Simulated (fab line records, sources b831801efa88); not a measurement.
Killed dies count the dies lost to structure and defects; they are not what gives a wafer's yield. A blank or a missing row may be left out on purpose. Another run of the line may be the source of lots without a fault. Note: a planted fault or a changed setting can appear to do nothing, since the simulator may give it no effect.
What tool caused it?	flow sky130	72 wafers from 24 lots sampled at 4 of the route's 708 steps

== WHAT THE GAUGES SHOWED, per wafer ==
SKY_CAPM_OVL_MEAS_12. Usual: CAPM_OVL typically reads -0.2 nm, with standard deviation 1.6.
lot	measured	on	CAPM_OVL (nm)	flag
L074	day 37 14:25	overlay-02	-3.6 0.8 -2.0	
L076	day 38 10:28	overlay-01	-0.6 -0.8 0.1	
L075	day 38 13:00	overlay-02	-2.4 -1.4 -1.4	
L078	day 38 19:47	overlay-01	0.0 0.0 -0.2	
L077	day 38 22:38	overlay-01	-1.0 0.5 0.3	
L079	day 39 00:00	overlay-01	-1.7 -1.1 -1.3	
L080	day 39 18:22	overlay-01	1.4 1.4 -0.7	
L081	day 40 01:06	overlay-01	0.6 -1.8 2.2	
L082	day 40 02:18	overlay-01	0.7 2.5 2.5	
L083	day 40 03:42	overlay-02	-1.5 0.6 -0.8	
L084	day 40 14:25	overlay-01	0.0 -1.2 0.1	
L085	day 40 23:26	overlay-02	0.4 0.2 -0.9	
L086	day 41 05:22	overlay-01	2.4 2.6 0.7	
L087	day 41 13:14	overlay-01	2.2 2.3 1.5	
L088	day 41 14:08	overlay-02	-3.2 -1.4 -1.3	
L089	day 41 22:54	overlay-02	1.8 0.3 -0.3	
L090	day 42 01:54	overlay-02	-0.9 0.5 0.1	
L091	day 42 14:52	overlay-01	2.1 1.6 0.3	
L092	day 42 20:22	overlay-02	-2.8 -2.2 -3.6	
L093	day 43 05:28	overlay-01	-0.1 -1.0 0.4	
L094	day 43 05:29	overlay-02	1.3 0.5 3.3	
L095	day 43 14:23	overlay-02	-1.8 -0.9 -0.8	
L096	day 43 16:06	overlay-02	-1.5 -2.2 -0.2	
L097	day 44 01:08	overlay-02	0.7 -0.3 -0.2	

SKY_METAL3_CD_MEAS_13: the cd target is 300 nm. Usual: cdNm reads 300.3 nm (standard deviation 1.6).
lot	measured	on	cdNm (nm)	flag
L074	day 38 16:40	cdSem-01	299.9 300.3 300.0	
L076	day 39 11:47	cdSem-01	299.7 299.1 298.4	
L075	day 39 14:22	cdSem-02	299.7 301.6 300.7	
L078	day 39 20:19	cdSem-01	300.1 300.9 299.7	
L077	day 40 00:26	cdSem-02	299.2 298.9 299.1	
L079	day 40 01:42	cdSem-02	300.1 301.5 300.5	
L080	day 40 19:34	cdSem-02	302.4 301.0 302.3	
L081	day 41 01:58	cdSem-02	299.3 297.1 299.0	
L082	day 41 03:34	cdSem-02	298.4 299.7 299.5	
L083	day 41 05:18	cdSem-01	301.5 301.2 299.8	
L084	day 41 15:06	cdSem-01	298.7 299.7 301.3	
L085	day 41 23:30	cdSem-02	298.5 300.6 298.8	
L086	day 42 05:47	cdSem-02	300.7 300.6 300.1	
L087	day 42 13:37	cdSem-01	299.7 299.2 301.1	
L088	day 42 14:44	cdSem-02	298.0 298.9 297.9	
L089	day 42 23:07	cdSem-01	300.8 300.5 299.2	
L090	day 43 01:57	cdSem-02	299.6 299.6 299.5	
L091	day 43 14:16	cdSem-01	303.8 303.8 304.2	
L092	day 43 20:37	cdSem-01	302.0 300.9 301.0	
L093	day 44 03:27	cdSem-02	299.5 300.6 299.8	
L094	day 44 04:24	cdSem-02	301.3 301.5 301.5	
L095	day 44 13:14	cdSem-02	295.8 296.3 296.6	
L096	day 44 14:38	cdSem-02	299.1 299.2 299.8	
L097	day 44 23:55	cdSem-02	303.6 303.1 303.1	

SKY_VIA3_THK_MEAS_01. Usual: VIA3_HDPCVD_THK typically reads 1628 nm, with standard deviation 13.
lot	measured	on	VIA3_HDPCVD_THK (nm)	flag
L074	day 38 17:54	filmMetro-02	1640 1619 1605	
L076	day 39 13:02	filmMetro-02	1631 1627 1644	
L075	day 39 15:36	filmMetro-03	1628 1605 1619	
L078	day 39 21:33	filmMetro-03	1617 1624 1626	
L077	day 40 01:43	filmMetro-02	1637 1636 1637	
L079	day 40 02:59	filmMetro-03	1610 1613 1606	
L080	day 40 20:46	filmMetro-02	1650 1639 1640	
L081	day 41 03:12	filmMetro-02	1623 1614 1638	
L082	day 41 04:47	filmMetro-02	1634 1616 1640	
L083	day 41 06:31	filmMetro-03	1632 1629 1630	
L084	day 41 16:19	filmMetro-02	1624 1621 1606	
L085	day 42 00:45	filmMetro-03	1626 1626 1631	
L086	day 42 07:05	filmMetro-01	1625 1648 1633	
L087	day 42 15:18	filmMetro-02	1626 1642 1646	
L088	day 42 16:01	filmMetro-02	1615 1613 1610	
L089	day 43 00:20	filmMetro-03	1628 1641 1630	
L090	day 43 03:11	filmMetro-01	1655 1654 1642	
L091	day 43 15:38	filmMetro-03	1624 1611 1615	
L092	day 43 21:49	filmMetro-02	1616 1625 1612	
L093	day 44 04:55	filmMetro-03	1614 1631 1632	
L094	day 44 05:49	filmMetro-01	1631 1619 1620	
L095	day 44 14:41	filmMetro-02	1658 1628 1603	
L096	day 44 16:02	filmMetro-01	1622 1645 1627	
L097	day 45 01:08	filmMetro-03	1619 1616 1651	

== WHICH TOOL RAN EACH LOT (tool, then ch and the chambers of the sampled wafers, then the start) ==
lot	SKY_METAL3_STRIP_19
L074	plasmaAsher-01 ch 0, day 38 17:08
L076	plasmaAsher-04 ch 1, day 39 12:16
L075	plasmaAsher-04 ch 0,1, day 39 14:51
L078	plasmaAsher-04 ch 0,1, day 39 20:47
L077	plasmaAsher-04 ch 0,1, day 40 00:53
L079	plasmaAsher-04 ch 0,1, day 40 02:10
L080	plasmaAsher-01 ch 0,1, day 40 20:01
L081	plasmaAsher-03 ch 0,1, day 41 02:25
L082	plasmaAsher-04 ch 0,1, day 41 04:01
L083	plasmaAsher-01 ch 0,1, day 41 05:45
L084	plasmaAsher-04 ch 0,1, day 41 15:35
L085	plasmaAsher-03 ch 0,1, day 41 23:59
L086	plasmaAsher-03 ch 0,1, day 42 06:16
L087	plasmaAsher-04 ch 0,1, day 42 14:08
L088	plasmaAsher-03 ch 0,1, day 42 15:16
L089	plasmaAsher-01 ch 0,1, day 42 23:34
L090	plasmaAsher-04 ch 0,1, day 43 02:26
L091	plasmaAsher-03 ch 0,1, day 43 14:48
L092	plasmaAsher-04 ch 0,1, day 43 21:04
L093	plasmaAsher-04 ch 0,1, day 44 04:07
L094	plasmaAsher-03 ch 0,1, day 44 05:04
L095	plasmaAsher-01 ch 0,1, day 44 13:54
L096	plasmaAsher-03 ch 0,1, day 44 15:14
L097	plasmaAsher-01 ch 0,1, day 45 00:22
- SKY_METAL3_STRIP_19: strips in O2/N2.

== AS READ BY THE TOOLS THEMSELVES (means over the sampled wafers that have a number; for cases with no such wafer, the mark the record gives instead) ==
SKY_METAL3_STRIP_19. Usual: drypumpMotorCurrentA 5.6 A, standard deviation 0.69; oesProductAu 0.501 a.u., standard deviation 0.0062; stripTimeToEndpointS 6.51 s, standard deviation 0.075.
lot	tool	drypumpMotorCurrentA (A)	oesProductAu (a.u.)	stripTimeToEndpointS (s)	flag
L074	plasmaAsher-01	4.8	0.500	6.50	
L076	plasmaAsher-04	6.7	0.501	6.45	
L075	plasmaAsher-04	5.6	0.499	6.42	
L078	plasmaAsher-04	6.2	0.497	6.44	
L077	plasmaAsher-04	6.2	0.501	6.52	
L079	plasmaAsher-04	5.6	0.498	6.45	
L080	plasmaAsher-01	5.1	0.500	6.48	
L081	plasmaAsher-03	5.9	0.501	6.49	
L082	plasmaAsher-04	5.6	0.503	6.52	
L083	plasmaAsher-01	5.1	0.500	6.50	
L084	plasmaAsher-04	6.2	0.501	6.56	
L085	plasmaAsher-03	5.6	0.497	6.43	
L086	plasmaAsher-03	5.9	0.504	6.56	
L087	plasmaAsher-04	6.2	0.499	6.47	
L088	plasmaAsher-03	5.6	0.503	6.58	
L089	plasmaAsher-01	5.1	0.494	6.39	
L090	plasmaAsher-04	6.2	0.505	6.55	
L091	plasmaAsher-03	5.9	0.508	6.52	
L092	plasmaAsher-04	6.2	0.498	6.49	
L093	plasmaAsher-04	5.7	0.510	6.62	
L094	plasmaAsher-03	5.6	0.505	6.60	
L095	plasmaAsher-01	5.1	0.505	6.59	
L096	plasmaAsher-03	5.6	0.498	6.55	
L097	plasmaAsher-01	5.0	0.508	6.54	

== THE ANSWER, worked out from the rows above alone ==
Rule: lot off if the mean of its wafers having a number is beyond 3 standard deviations from the usual mean. A lot without any number at a reading at which 4 lots or more have one is off too. Where the step has rows for the other lots, those lots are counted as sound. First the gauges in route order, then the tools' own readings, where a lot's mean is used as printed above. At the first step where some lot is off, the reading lying furthest off is the one used; lots without a number count as furthest.
Across all readings shown, no lot is off: no conclusion can be drawn from this.

== WHAT WAS PUT IN BY THE SIMULATOR ==
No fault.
